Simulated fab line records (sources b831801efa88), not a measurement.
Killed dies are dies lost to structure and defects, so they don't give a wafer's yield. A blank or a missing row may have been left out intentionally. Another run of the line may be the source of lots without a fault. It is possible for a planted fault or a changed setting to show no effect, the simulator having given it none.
Which of the tools did it? | flow gf180mcu | 11 lots, 33 wafers sampled, at 5 steps of a route of 602

## WHAT EACH GAUGE READ, for each wafer
GF_M1_RS_MEAS_05: a four-point-probe measurement.
lot  | measured     | on            | M1_ALCU_RS (ohm/sq)
L448 | day 16 00:28 | film metro-02 | 0.0692 0.0702 0.0702
L450 | day 16 15:52 | film metro-02 | 0.0687 0.0682 0.0688
L451 | day 17 03:36 | film metro-04 | 0.0685 0.0690 0.0683
L455 | day 18 20:21 | film metro-02 | 0.0682 0.0680 0.0678
L457 | day 19 06:55 | film metro-02 | 0.0698 0.0694 0.0693
L458 | day 20 07:32 | film metro-03 | 0.0702 0.0693 0.0709
L460 | day 20 22:35 | film metro-03 | 0.0685 0.0696 0.0691
L462 | day 21 14:17 | film metro-03 | 0.0692 0.0702 0.0694
L467 | day 22 21:18 | film metro-02 | 0.0698 0.0696 0.0703
L469 | day 23 16:22 | film metro-02 | 0.0686 0.0691 0.0687
L471 | day 24 06:37 | film metro-04 | 0.0697 0.0681 0.0696

GF_M1_OVL_MEAS_15.
lot  | measured     | on         | M1_OVL (nm)
L448 | day 16 23:03 | overlay-01 | -7 2 -1
L450 | day 17 14:22 | overlay-02 | 5 4 8
L451 | day 18 03:16 | overlay-01 | 1 -3 -1
L455 | day 19 20:48 | overlay-02 | 13 4 6
L457 | day 20 07:27 | overlay-01 | 6 0 4
L458 | day 21 07:39 | overlay-02 | -3 5 2
L460 | day 21 22:04 | overlay-01 | -7 -13 -9
L462 | day 22 14:30 | overlay-01 | 4 0 -1
L467 | day 23 19:54 | overlay-01 | 5 2 1
L469 | day 24 14:27 | overlay-01 | 7 4 4
L471 | day 25 04:25 | overlay-01 | -5 -5 -3

GF_V1_RS_MEAS_24: a four-point-probe measurement.
lot  | measured     | on            | V1_W_RS (ohm/sq)
L448 | day 18 00:32 | film metro-04 | 0.3298 0.3267 0.3278
L450 | day 18 16:23 | film metro-04 | 0.3231 0.3214 0.3293
L451 | day 19 04:52 | film metro-02 | 0.3318 0.3236 0.3272
L455 | day 20 23:25 | film metro-02 | 0.3298 0.3287 0.3257
L457 | day 21 10:16 | film metro-04 | 0.3336 0.3264 0.3307
L458 | day 22 09:49 | film metro-01 | 0.3301 0.3366 0.3335
L460 | day 22 23:46 | film metro-01 | 0.3277 0.3293 0.3301
L462 | day 23 15:45 | film metro-01 | 0.3297 0.3277 0.3249
L467 | day 24 20:41 | film metro-04 | 0.3505 0.3507 0.3450 0.3498 0.3508 0.3449
L469 | day 25 14:36 | film metro-02 | 0.3501 0.3526 0.3494 0.3506 0.3526 0.3499
L471 | day 26 04:37 | film metro-02 | 0.3300 0.3279 0.3334

GF_V1_THK_MEAS_25: measures by xrf.
lot  | measured     | on            | V1_W_THK (nm)
L448 | day 18 00:40 | film metro-04 | 356 360 356
L450 | day 18 16:29 | film metro-04 | 361 365 356
L451 | day 19 04:58 | film metro-02 | 345 353 348
L455 | day 20 23:32 | film metro-02 | 349 352 356
L457 | day 21 10:23 | film metro-04 | 351 357 353
L458 | day 22 09:56 | film metro-01 | 363 356 357
L460 | day 22 23:52 | film metro-01 | 366 364 365
L462 | day 23 15:52 | film metro-01 | 363 365 370
L467 | day 24 23:41 | film metro-04 | 329 331 336 333 332 337
L469 | day 25 17:14 | film metro-02 | 329 327 333 332 329 329
L471 | day 26 04:43 | film metro-02 | 348 349 345

## TOOL THAT RAN EACH LOT (tool first, then ch and the chambers of the sampled wafers, then the start)
lot  | GF_V1_CVD_23
L448 | cvd w-01 ch 0,1, day 18 00:26
L450 | cvd w-02 ch 0,1, day 18 16:15
L451 | cvd w-01 ch 0,1, day 19 04:45
L455 | cvd w-01 ch 0,1, day 20 23:18
L457 | cvd w-01 ch 0, day 21 10:03
L458 | cvd w-01 ch 0,1, day 22 09:43
L460 | cvd w-02 ch 0, day 22 23:34
L462 | cvd w-02 ch 0,1, day 23 15:38
L467 | cvd w-01 ch 0,1, day 24 20:34
L469 | cvd w-01 ch 0,1, day 25 14:29
L471 | cvd w-02 ch 0,1, day 26 04:29
- GF_V1_CVD_23: deposits W, target thk 350 nm, time 105.05 s.

## AS READ BY THE TOOLS THEMSELVES (means over the sampled wafers that have a number; for cases with no such wafer, the mark the record gives instead)
GF_V1_CVD_23.
lot  | tool     | chamber pressure Torr (Torr) | heater power w (W)
L448 | cvd w-01 | 39.97                        | 847
L450 | cvd w-02 | 39.94                        | 776
L451 | cvd w-01 | 40.01                        | 839
L455 | cvd w-01 | 39.91                        | 850
L457 | cvd w-01 | 39.99                        | 882
L458 | cvd w-01 | 40.01                        | 847
L460 | cvd w-02 | 39.83                        | 945
L462 | cvd w-02 | 39.88                        | 775
L467 | cvd w-01 | 35.96                        | 827
L469 | cvd w-01 | 35.97                        | 828
L471 | cvd w-02 | 40.09                        | 783

## THE ANSWER, worked out from the rows above alone
Rule: the lots themselves supply what counts as usual. Put in order of their means at a reading, lots are off if they are a third of the lots or fewer, leave a main group of 4 or more, and stand apart from it by a gap of 3 or more times the standard deviation of the main group's means; of several such gaps the widest counts. A main group whose means are all the same, to the digits that the tables above print for the reading, isn't used. A lot without any number at a reading at which 4 lots or more have one is off too. All remaining lots with rows at the step are treated as sound. First the gauges in route order, then the tools' own readings, where a lot's mean is used as printed above. At the first step where some lot is off, the reading lying furthest off is the one used; lots without a number count as furthest.
Off: L467, L469, seen at GF_V1_RS_MEAS_24 (V1_W_RS). For the main group the mean is 0.3288 ohm/sq and the standard deviation 0.0023.
A tool fits if, at a process step before that reading, it ran every lot that is off, and no sound lot after the first of them. Not tried: the gauges at GF_V1_RS_MEAS_24; whatever is off there is also off at GF_V1_CVD_23, on other tools, and gauge error can't account for it. One fits: cvd w-01 at GF_V1_CVD_23. A fault onset in the window from L458 (day 22 09:43, its last sound lot) to L467 (day 24 20:34, its first lot off) fits.
On the lots that are off, the tool's own readings at GF_V1_CVD_23 differ by more than 5 times the standard deviation of the sound lots' means, which bears it out; chamber pressure Torr reads 35.97 Torr there versus 39.96 Torr on the sound lots.

## WHAT THE SIMULATOR HAD PUT IN
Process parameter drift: cvd w-01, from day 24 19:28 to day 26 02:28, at GF_V1_CVD_23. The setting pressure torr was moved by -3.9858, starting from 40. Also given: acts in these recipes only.
Struck lots among those shown: L467, L469. The rule given above showed the same thing.
